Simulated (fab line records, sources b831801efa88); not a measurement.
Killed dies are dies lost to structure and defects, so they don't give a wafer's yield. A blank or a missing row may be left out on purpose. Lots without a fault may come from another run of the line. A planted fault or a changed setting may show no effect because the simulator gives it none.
fab line records | flow sky130
record lots=13 wafers=39 last_day=50
route steps=708 shown VT_ADJUST_NCORE@122 VT_ADJUST_HVTR@141 VT_ADJUST_PCH@152 PAD_OPEN@708
lots that met no fault: from a run of the same line without faults
start_h: hours from the record's first day to the start of the lot's first wafer shown | wait_h: hours since the lot's step before | " the same as in the row above | L1.1+2: a row that stands for several wafers | - no value, or no start given | * or withheld: withheld | < > ~ a bound
route shown NAME@n: a module of which the file shows steps, and the number in the route of the first | usual: mean/standard deviation of fault-free wafers | same: alike in all rows | chamber/n: place in a boat | sites: the reading at each site | _std_site: their standard deviation | _edge_site: outer sites' mean less inner sites' | radius_mm: how far each site lies from the wafer's centre | mask NAME#n: copy n | behind: the tool/chamber that last shaped the wafer | hold: why the lot was held/for how many hours/how that ended | device: the transistor (n, p or np) that didn't switch | end of line: the same wafers' tests at the end of the route | a step without rows: its recipe alone | killed: dies lost to structure and defects at the first sort, not the wafer's yield | map: a wafer's dies, x killed, . not, _ none there
set.NAME: the setting as run; set.NAME@STEP: as run at that earlier step | model.NAME: the simulator's own value behind a step, which no gauge read
steps of the route over a sample of lots; a table a step, a row a wafer
services: from which hour (start_h, from the record's first day; less than 0 if before it) a tool's chamber was out of use, for how many hours, and why
## steps
# step SKY_VT_ADJUST_NCORE_SOFTBAKE_03
# recipe temp_c=90 time_s=60 resist=NOVOLAK
# usual heater_power_total_W=56.60/0.047 run_length_s=89.08/0.16
# columns lot.wafer tool chamber start_h wait_h heater_power_total_W run_length_s
L954.2 litho_track-01 0 176.57 0.1 56.56 89.12
L954.3 " 0 " " 56.62 89.15
L954.4 " 0 " " 56.54 89.14
L955.3 litho_track-01 0 187.80 0.1 56.61 89.11
L955.4 " 0 " " 56.64 89.05
L955.6 " 0 " " 56.62 89.13
L957.2 litho_track-03 0 199.40 0.1 56.68 89.09
L957.3 " 0 " " 56.52 89.12
L957.5 " 0 " " 56.68 89.12
L959.2 litho_track-04 0 213.49 0.1 56.68 88.80
L959.4 " 0 " " 56.64 89.18
L959.6 " 0 " " 56.58 88.82
L960.3 litho_track-04 0 219.06 0.1 56.58 88.83
L960.4 " 0 " " 56.61 88.86
L960.6 " 0 " " 56.59 89.12
L961.1 litho_track-01 0 223.85 0.1 56.61 89.33
L961.3 " 0 " " 56.58 89.06
L961.4 " 0 " " 56.62 89.22
L962.1 litho_track-01 0 229.70 0.1 56.69 89.07
L962.3 " 0 " " 56.62 89.10
L962.5 " 0 " " 56.62 89.02
L963.2 litho_track-01 0 241.97 0.1 58.14 84.68
L963.4 " 0 " " 58.15 84.55
L963.6 " 0 " " 58.15 84.46
L964.1 litho_track-01 0 246.45 0.1 58.08 84.43
L964.2 " 0 " " 58.08 84.47
L964.6 " 0 " " 58.06 84.66
L973.1 litho_track-01 0 314.30 0.1 56.59 89.21
L973.5 " 0 " " 56.63 89.10
L973.6 " 0 " " 56.53 89.16
L974.3 litho_track-01 0 318.90 0.1 56.55 89.11
L974.4 " 0 " " 56.56 89.28
L974.6 " 0 " " 56.49 89.01
L975.2 litho_track-04 0 325.99 0.1 56.66 88.81
L975.4 " 0 " " 56.56 88.82
L975.5 " 0 " " 56.61 88.85
L976.1 litho_track-01 0 333.10 0.1 56.54 89.16
L976.5 " 0 " " 56.62 89.01
L976.6 " 0 " " 56.49 89.20
# step SKY_VT_ADJUST_NCORE_CD_MEAS_07
# recipe target_cd_nm=380
# usual cd_nm=379.5/2.3
# columns lot.wafer tool chamber start_h wait_h cd_nm
L954.2 cd_sem-02 - 187.78 0.1 376.6
L954.3 " - " " 380.2
L954.4 " - " " 380.9
L955.3 cd_sem-01 - 197.90 0.1 382.6
L955.4 " - " " 380.4
L955.6 " - " " 380.4
L957.2 cd_sem-02 - 210.72 0.1 380.3
L957.3 " - " " 379.5
L957.5 " - " " 377.7
L959.2 cd_sem-02 - 224.63 0.1 376.2
L959.4 " - " " 378.6
L959.6 " - " " 377.3
L960.3 cd_sem-02 - 230.19 0.1 378.1
L960.4 " - " " 378.5
L960.6 " - " " 379.8
L961.1 cd_sem-02 - 235.46 0.1 381.9
L961.3 " - " " 381.8
L961.4 " - " " 380.9
L962.1 cd_sem-01 - 241.68 0.1 380.6
L962.3 " - " " 380.0
L962.5 " - " " 381.3
L963.2 cd_sem-02 - 253.25 0.1 379.4
L963.4 " - " " 380.9
L963.6 " - " " 381.5
L964.1 cd_sem-01 - 258.16 0.1 383.2
L964.2 " - " " 381.0
L964.6 " - " " 379.7
L973.1 cd_sem-02 - 326.18 0.1 384.4
L973.5 " - " " 383.1
L973.6 " - " " 384.3
L974.3 cd_sem-01 - 331.47 0.1 379.2
L974.4 " - " " 380.4
L974.6 " - " " 377.8
L975.2 cd_sem-02 - 339.25 0.1 380.6
L975.4 " - " " 380.3
L975.5 " - " " 380.8
L976.1 cd_sem-02 - 347.08 0.1 379.2
L976.5 " - " " 380.6
L976.6 " - " " 381.0
# step SKY_VT_ADJUST_HVTR_STRIP_10
# recipe chemistry=O2/N2 power_w=1400 pressure_mtorr=1500 platen_temp_c=withheld o2_flow_sccm=3000 n2_flow_sccm=300 overash_fraction=0.5
# usual drypump_motor_current_A=5.70/0.28 oes_product_au=0.715/0.0046 strip_time_to_endpoint_s=14.21/0.031
# columns lot.wafer tool chamber start_h wait_h drypump_motor_current_A oes_product_au rf_hours_counter_h strip_time_to_endpoint_s
L954.2 plasma_asher-03 1 209.60 0.1 5.89 0.711 37 14.25
L954.3 " 1 " " 5.91 0.708 - 14.21
L954.4 " 0 " " 5.94 0.714 - 14.23
L955.3 plasma_asher-01 0 220.35 0.1 5.54 0.718 - 14.15
L955.4 " 1 " " 6.02 0.708 - 14.18
L955.6 " 0 " " 5.54 0.719 - 14.18
L957.2 plasma_asher-04 0 233.45 0.1 5.74 0.718 54 14.22
L957.3 " 0 " " 5.73 0.718 - 14.18
L957.5 " 1 " " 5.24 0.715 - 14.22
L959.2 plasma_asher-04 1 248.15 0.1 5.24 0.710 55 14.16
L959.4 " 0 " " 5.76 0.719 - 14.17
L959.6 " 1 " " 5.24 0.711 - 14.12
L960.3 plasma_asher-04 1 254.30 0.1 5.25 0.714 - 14.26
L960.4 " 0 " " 5.75 0.715 - 14.26
L960.6 " 1 " " 5.22 0.700 - 14.24
L961.1 plasma_asher-04 0 258.77 0.1 5.76 0.707 56 14.26
L961.3 " 1 " " 5.26 0.716 - 14.21
L961.4 " 0 " " 5.73 0.708 - 14.17
L962.1 plasma_asher-04 1 266.20 0.1 5.24 0.718 57 14.25
L962.3 " 0 " " 5.73 0.714 - 14.22
L962.5 " 0 " " 5.73 0.709 - 14.24
L963.2 plasma_asher-04 0 278.27 0.1 5.71 0.719 58 14.21
L963.4 " 1 " " 5.24 0.705 - 14.21
L963.6 " 0 " " 5.72 0.723 - 14.19
L964.1 plasma_asher-03 0 282.07 0.1 6.00 0.713 45 14.26
L964.2 " 1 " " 5.91 0.712 45 14.26
L964.6 " 0 " " 5.96 0.721 - 14.20
L973.1 plasma_asher-04 0 353.70 0.1 5.71 0.709 65 14.17
L973.5 " 0 " " 5.73 0.711 - 14.22
L973.6 " 1 " " 5.26 0.720 - 14.21
L974.3 plasma_asher-01 0 359.79 0.1 5.56 0.716 - 14.23
L974.4 " 1 " " 6.00 0.722 - 14.20
L974.6 " 0 " " 5.56 0.714 - 14.24
L975.2 plasma_asher-03 1 367.30 0.1 5.92 0.717 53 14.22
L975.4 " 0 " " 5.97 0.718 - 14.20
L975.5 " 0 " " 5.97 0.714 - 14.17
L976.1 plasma_asher-03 1 375.42 0.1 5.91 0.717 54 14.20
L976.5 " 0 " " 5.96 0.708 - 14.23
L976.6 " 1 " " 5.91 0.724 - 14.22
# step SKY_VT_ADJUST_PCH_STRIP_09
# recipe chemistry=O2/N2 power_w=1400 pressure_mtorr=1500 platen_temp_c=withheld o2_flow_sccm=3000 n2_flow_sccm=300 overash_fraction=0.5
# usual drypump_motor_current_A=5.59/0.23 oes_product_au=0.723/0.0046 strip_time_to_endpoint_s=37.01/0.1
# columns lot.wafer tool chamber start_h wait_h drypump_motor_current_A oes_product_au rf_hours_counter_h strip_time_to_endpoint_s
L954.2 plasma_asher-01 1 232.16 0.1 6.00 0.722 58 37.26
L954.3 " 1 " " 6.02 0.731 - 37.12
L954.4 " 0 " " 5.54 0.723 - 37.06
L955.3 plasma_asher-02 0 243.37 0.1 5.41 0.726 - 36.88
L955.4 " 1 " " 5.56 0.726 - 36.79
L955.6 " 1 " " 5.57 0.729 - 36.93
L957.2 plasma_asher-04 0 256.86 0.1 5.78 0.720 56 36.95
L957.3 " 1 " " 5.24 0.724 - 36.97
L957.5 " 0 " " 5.73 0.724 - 36.94
L959.2 plasma_asher-04 1 272.01 0.1 5.28 0.728 58 37.11
L959.4 " 1 " " 5.28 0.724 - 37.18
L959.6 " 1 " " 5.26 0.724 - 37.11
L960.3 plasma_asher-02 1 278.55 0.1 5.56 0.723 - 36.99
L960.4 " 0 " " 5.42 0.728 - 36.87
L960.6 " 1 " " 5.56 0.713 - 37.08
L961.1 plasma_asher-04 0 282.36 0.1 5.69 0.729 59 37.01
L961.3 " 1 " " 5.28 0.726 - 36.99
L961.4 " 0 " " 5.72 0.726 - 37.02
L962.1 plasma_asher-02 0 291.75 0.1 5.41 0.721 17 36.95
L962.3 " 0 " " 5.41 0.720 - 36.94
L962.5 " 0 " " 5.41 0.723 - 36.87
L963.2 plasma_asher-01 1 303.23 0.1 6.03 0.717 65 37.10
L963.4 " 1 " " 6.04 0.729 - 37.22
L963.6 " 0 " " 5.56 0.721 - 37.03
L964.1 plasma_asher-04 1 306.66 0.1 5.21 0.712 61 36.84
L964.2 " 0 " " 5.77 0.721 61 36.97
L964.6 " 1 " " 5.26 0.716 - 37.04
L973.1 plasma_asher-01 1 382.30 0.1 6.07 0.723 73 37.10
L973.5 " 0 " " 5.55 0.726 - 37.08
L973.6 " 1 " " 6.07 0.723 - 36.94
L974.3 plasma_asher-02 0 388.05 0.1 5.40 0.719 - 36.90
L974.4 " 1 " " 5.56 0.717 - 36.86
L974.6 " 0 " " 5.40 0.722 - 37.01
L975.2 plasma_asher-01 1 395.56 0.1 6.02 0.725 74 37.16
L975.4 " 0 " " 5.56 0.709 - 37.03
L975.5 " 1 " " 6.09 0.729 - 37.08
L976.1 plasma_asher-02 1 405.21 0.1 5.56 0.727 28 37.01
L976.5 " 0 " " 5.42 0.724 - 37.05
L976.6 " 1 " " 5.55 0.731 - 37.07
# step SKY_PAD_OPEN_PROBE_99
# usual killed_at_M0_to_M3=44/6 killed_at_M4_up=2.9/1.5 killed_at_contacts=24/4.9 killed_at_front_end=16/4.3 killed_at_other=0.3/0.54 killed_dies=87/8.7 killed_open=48/6.7 killed_short=39/5.9
# same gross_dies=492 killed_at_back_side=0
# columns lot.wafer tool chamber start_h wait_h killed_at_M0_to_M3 killed_at_M4_up killed_at_contacts killed_at_front_end killed_at_other killed_dies killed_open killed_short
L955.3 prober-01 - 1095.58 0.2 43 6 24 15 0 88 39 49
L955.4 prober-01 - 1095.63 0.2 39 2 23 14 0 78 37 41
L955.6 prober-01 - 1095.73 0.2 39 5 19 12 1 76 43 32
L959.2 prober-02 - 1115.20 0.1 48 3 33 15 0 99 52 47
L959.4 prober-02 - 1115.30 0.2 42 1 34 8 1 86 51 35
L959.6 prober-02 - 1115.40 0.2 46 2 23 18 0 89 55 34
L962.1 prober-01 - 1127.01 0.1 37 2 21 24 1 85 51 34
L962.3 prober-01 - 1127.11 0.2 38 1 23 19 0 81 46 35
L962.5 prober-01 - 1127.21 0.2 35 0 24 17 0 76 44 32
L973.1 prober-02 - 1187.38 0.1 50 0 23 17 0 90 55 35
L973.5 prober-02 - 1187.58 0.2 48 2 35 26 0 111 55 54
L973.6 prober-02 - 1187.63 0.2 41 2 29 16 0 88 48 40
L974.3 prober-01 - 1191.14 0.2 48 1 25 12 0 86 40 46
L974.4 prober-01 - 1191.19 0.2 43 2 24 14 1 84 56 28
L974.6 prober-01 - 1191.29 0.2 51 7 16 15 1 90 49 41
# killed by level:class
L955.3 CONTACT:geometric_particle:open=7 LI_CONTACT:geometric_particle:open=6 METAL1:geometric_particle:short=6 VIA1:geometric_particle:open=6 METAL4:geometric_particle:short=6 VIA3:geometric_particle:open=6 CONTACT:geometric_particle:short=5 METAL2:geometric_particle:short=5
L955.4 VIA2:geometric_particle:open=9 VIA1:geometric_particle:open=7 CONTACT:geometric_particle:short=6 FIELD_ISO:geometric_particle:short=5 VIA2:geometric_particle:short=5 LI_CONTACT:geometric_particle:open=5 CONTACT:geometric_particle:open=5 LOCAL_INTERCONNECT:geometric_particle:short=4
L955.6 LI_CONTACT:geometric_particle:open=8 VIA1:geometric_particle:open=8 VIA3:geometric_particle:open=7 VIA1:geometric_particle:short=6 VIA2:geometric_particle:open=6 METAL4:geometric_particle:short=4 CONTACT:geometric_particle:open=4 METAL1:geometric_particle:short=4
L959.2 CONTACT:geometric_particle:open=11 METAL1:geometric_particle:short=11 VIA1:geometric_particle:open=9 LI_CONTACT:geometric_particle:open=8 VIA1:geometric_particle:short=7 VIA3:geometric_particle:open=7 CONTACT:geometric_particle:short=6 LOCAL_INTERCONNECT:geometric_particle:short=5
L959.4 CONTACT:geometric_particle:open=14 VIA2:geometric_particle:open=10 VIA1:geometric_particle:open=9 CONTACT:geometric_particle:short=7 LI_CONTACT:geometric_particle:open=6 LI_CONTACT:geometric_particle:short=4 METAL1:geometric_particle:short=4 VIA1:geometric_particle:short=4
L959.6 VIA1:geometric_particle:open=13 CONTACT:geometric_particle:open=10 METAL1:geometric_particle:short=8 LI_CONTACT:geometric_particle:open=6 VIA3:geometric_particle:open=6 FIELD_ISO:geometric_particle:short=5 VIA1:geometric_particle:short=5 SONOS_ONO:geometric_particle:open=4
L962.1 CONTACT:geometric_particle:open=11 VIA1:geometric_particle:open=9 METAL2:geometric_particle:short=7 FIELD_ISO:geometric_particle:open=6 LI_CONTACT:geometric_particle:open=6 VIA3:geometric_particle:open=5 VIA2:geometric_particle:open=5 FIELD_ISO:geometric_particle:short=4
L962.3 VIA3:geometric_particle:open=9 VIA1:geometric_particle:short=6 LI_CONTACT:geometric_particle:open=6 CONTACT:geometric_particle:short=6 VIA1:geometric_particle:open=6 POLY_GATE:geometric_particle:open=5 CONTACT:geometric_particle:open=5 VIA2:geometric_particle:open=4
L962.5 VIA1:geometric_particle:open=11 CONTACT:geometric_particle:open=7 FIELD_ISO:geometric_particle:open=6 CONTACT:geometric_particle:short=6 METAL2:geometric_particle:short=6 VIA2:geometric_particle:open=6 POLY_GATE:geometric_particle:short=5 LOCAL_INTERCONNECT:geometric_particle:short=5
L973.1 VIA1:geometric_particle:open=11 LI_CONTACT:geometric_particle:open=10 FIELD_ISO:geometric_particle:open=9 VIA3:geometric_particle:open=8 METAL2:geometric_particle:short=7 METAL1:geometric_particle:short=6 CONTACT:geometric_particle:open=5 VIA2:geometric_particle:open=5
L973.5 LI_CONTACT:geometric_particle:open=9 METAL1:geometric_particle:short=9 VIA1:geometric_particle:open=9 CONTACT:geometric_particle:short=8 FIELD_ISO:geometric_particle:open=7 POLY_GATE:geometric_particle:open=7 POLY_GATE:geometric_particle:short=7 CONTACT:geometric_particle:open=7
L973.6 CONTACT:geometric_particle:open=19 VIA2:geometric_particle:open=9 VIA1:geometric_particle:open=6 METAL1:geometric_particle:short=6 POLY_GATE:geometric_particle:short=5 CONTACT:geometric_particle:short=5 FIELD_ISO:geometric_particle:short=4 VIA2:geometric_particle:short=4
L974.3 CONTACT:geometric_particle:short=10 VIA1:geometric_particle:open=10 VIA3:geometric_particle:short=6 CONTACT:geometric_particle:open=5 VIA2:geometric_particle:open=5 VIA3:geometric_particle:open=5 LI_CONTACT:geometric_particle:short=4 LI_CONTACT:geometric_particle:open=4
L974.4 VIA1:geometric_particle:open=14 CONTACT:geometric_particle:open=10 VIA3:geometric_particle:open=8 VIA2:geometric_particle:open=7 LI_CONTACT:geometric_particle:open=5 METAL1:geometric_particle:short=4 FIELD_ISO:geometric_particle:short=3 FIELD_ISO:geometric_particle:open=3
L974.6 VIA1:geometric_particle:open=11 METAL2:geometric_particle:short=8 VIA2:geometric_particle:open=8 VIA3:geometric_particle:open=8 METAL4:geometric_particle:short=7 FIELD_ISO:geometric_particle:open=6 FIELD_ISO:geometric_particle:short=5 LI_CONTACT:geometric_particle:open=5
## services
# columns tool chamber start_h hours kind
plasma_asher-04 - 157.24 3.4 repair
plasma_asher-02 - 163.06 2.0 repair
plasma_asher-03 - 169.87 14.6 pm
plasma_asher-04 - 289.76 1.3 repair
plasma_asher-03 - 337.01 2.8 pm
plasma_asher-02 - 345.39 1.0 repair
## key
first_sign step=SKY_VT_ADJUST_NCORE_SOFTBAKE_03 reading=heater_power_total_W direction=up sigmas=32 usual=* struck=*
effect step=SKY_VT_ADJUST_NCORE_SOFTBAKE_03 reading=run_length_s direction=down sigmas=28 usual=* struck=*
met_at SKY_VT_ADJUST_NCORE_SOFTBAKE_03
struck_lots L963,L964
tester_left_out L963,L964
not_acting_at SKY_VT_ADJUST_NCORE_CD_MEAS_07,SKY_VT_ADJUST_HVTR_STRIP_10,SKY_VT_ADJUST_PCH_STRIP_09
onset_between 229.70 241.97
fault kind=process_parameter_drift tool=litho_track-01 chamber=- onset_h=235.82 steps=SKY_VT_ADJUST_NCORE_SOFTBAKE_03 channel=time_s offset=* shape=step end_h=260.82 acts_in=* stated=*
# tester_left_out: of these lots the tester's yield and bins aren't shown, on N5 and GAA mostly nor the transistor test; their killed dies are dies lost to structure and defects alone, not to doping, threshold or leakage, so they don't give the yield
